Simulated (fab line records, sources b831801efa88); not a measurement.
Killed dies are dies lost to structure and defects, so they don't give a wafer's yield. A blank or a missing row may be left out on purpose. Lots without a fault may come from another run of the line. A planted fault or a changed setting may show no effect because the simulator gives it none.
Problem report in the 8D (eight disciplines) form, filled by code | flow sky130 | the parts of the form that need people (team, actions taken, sign-off) are left out

1. THE PROBLEM
GATE_OXIDE_OXIDATION_00_THK at SKY_GATE_OXIDE_THK_MEAS_02 reads a mean of 9.26 nm on 6 wafers of 2 lots; wafers without a fault read 10.28 nm with a standard deviation of 0.18. That is -5.7 standard deviations from the usual mean.
First seen on wafer L916.1, day 18 05:59, on film_metro-01. The record holds 33 wafers of 11 lots with a number at this step. Rule for "out", or "out of limits": more than 4 standard deviations from the usual mean. The other wafers with a number count as sound.

2. WHAT IT IS AND WHAT IT IS NOT
question                    | is                           | is not
which readings at this step | GATE_OXIDE_OXIDATION_00_THK  | -
which lots                  | L916, L918                   | L900, L902, L904, L905, L907, L912, L915, L920, L922
which wafers of those lots  | all that have a number       | -
read on which gauges        | film_metro-01, film_metro-03 | film_metro-02
when                        | from day 18 05:59            | up to then (21 sound wafers); but 6 sound wafers of L920, L922 came after

3. SUSPECTS, AND WHAT RULES EACH OUT
Counting: a tool at a process step up to the reading stays a suspect if it ran every lot that is out and no sound lot after the first of them.
- the gauge at SKY_GATE_OXIDE_THK_MEAS_02: ruled out. The wafers that are out were read on 2 gauges (film_metro-01, film_metro-03).
- furnace-01 at SKY_GATE_OXIDE_OXIDATION_01 (stabilise 600 s, purge 300 s, target thk 10.268 nm): kept. It ran every lot that is out, first L916 (day 18 04:34), and no sound lot after that; its last sound lot up to then is L915 (day 17 15:30). Its own readings are out on those wafers: spike_tc_bottom_C, spike_tc_centre_C, spike_tc_lower_C, spike_tc_top_C, spike_tc_upper_C.
Left after counting: furnace-01 at SKY_GATE_OXIDE_OXIDATION_01.

4. THE CAUSE (what the simulator had put in)
Process parameter drift: furnace-01, from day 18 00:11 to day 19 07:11, at SKY_GATE_OXIDE_OXIDATION_01. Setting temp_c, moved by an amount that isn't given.
Counting left only this tool.

5. THE CHAIN OF EFFECTS, in route order
Each row: a reading whose mean over the struck wafers that have a number lies more than 3 standard deviations from the usual. Only readings for which the record gives a usual standard deviation are gone through. hours: the time from each lot's start at the first step in this table that gives one to its start at this step, as a median over the lots. sigmas: the change in usual standard deviations.
hours | step                        | reading                     | usual    | on struck wafers | change | sigmas
0     | SKY_GATE_OXIDE_OXIDATION_01 | spike_tc_bottom_C           | 919.3 C  | 910.2            | -9.1   | -5.4
0     | SKY_GATE_OXIDE_OXIDATION_01 | spike_tc_centre_C           | 899.8 C  | 889.7            | -10.1  | -10
0     | SKY_GATE_OXIDE_OXIDATION_01 | spike_tc_lower_C            | 900.6 C  | 890.1            | -10.5  | -9.5
0     | SKY_GATE_OXIDE_OXIDATION_01 | spike_tc_top_C              | 905.8 C  | 896.0            | -9.8   | -7.0
0     | SKY_GATE_OXIDE_OXIDATION_01 | spike_tc_upper_C            | 899.9 C  | 891.8            | -8.1   | -5.4
1     | SKY_GATE_OXIDE_THK_MEAS_02  | GATE_OXIDE_OXIDATION_00_THK | 10.28 nm | 9.26             | -1.02  | -5.7
The process steps in it:
- SKY_GATE_OXIDE_OXIDATION_01: stabilise 600 s, purge 300 s, target thk 10.268 nm.
Later measuring or inspecting steps at which every struck wafer that the step has a row for has a number for every such reading, and none has moved that far: SKY_POLY_GATE_THK_MEAS_21.

6. WHAT WOULD HAVE CAUGHT IT SOONER
In this record the first reading out of limits at a measuring or inspecting step was taken at day 18 05:59, 6 hours after the fault began at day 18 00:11.
The tool's own readings at SKY_GATE_OXIDE_OXIDATION_01 were out on every struck wafer that the step has a row for (spike_tc_bottom_C, spike_tc_centre_C, spike_tc_lower_C, spike_tc_top_C, spike_tc_upper_C): an alarm limit on them would have fired on the first of those.
Of the lots that are out (2), L918 began SKY_GATE_OXIDE_OXIDATION_01 on furnace-01 after day 18 05:59. A hold on the tool at that time would have spared it.
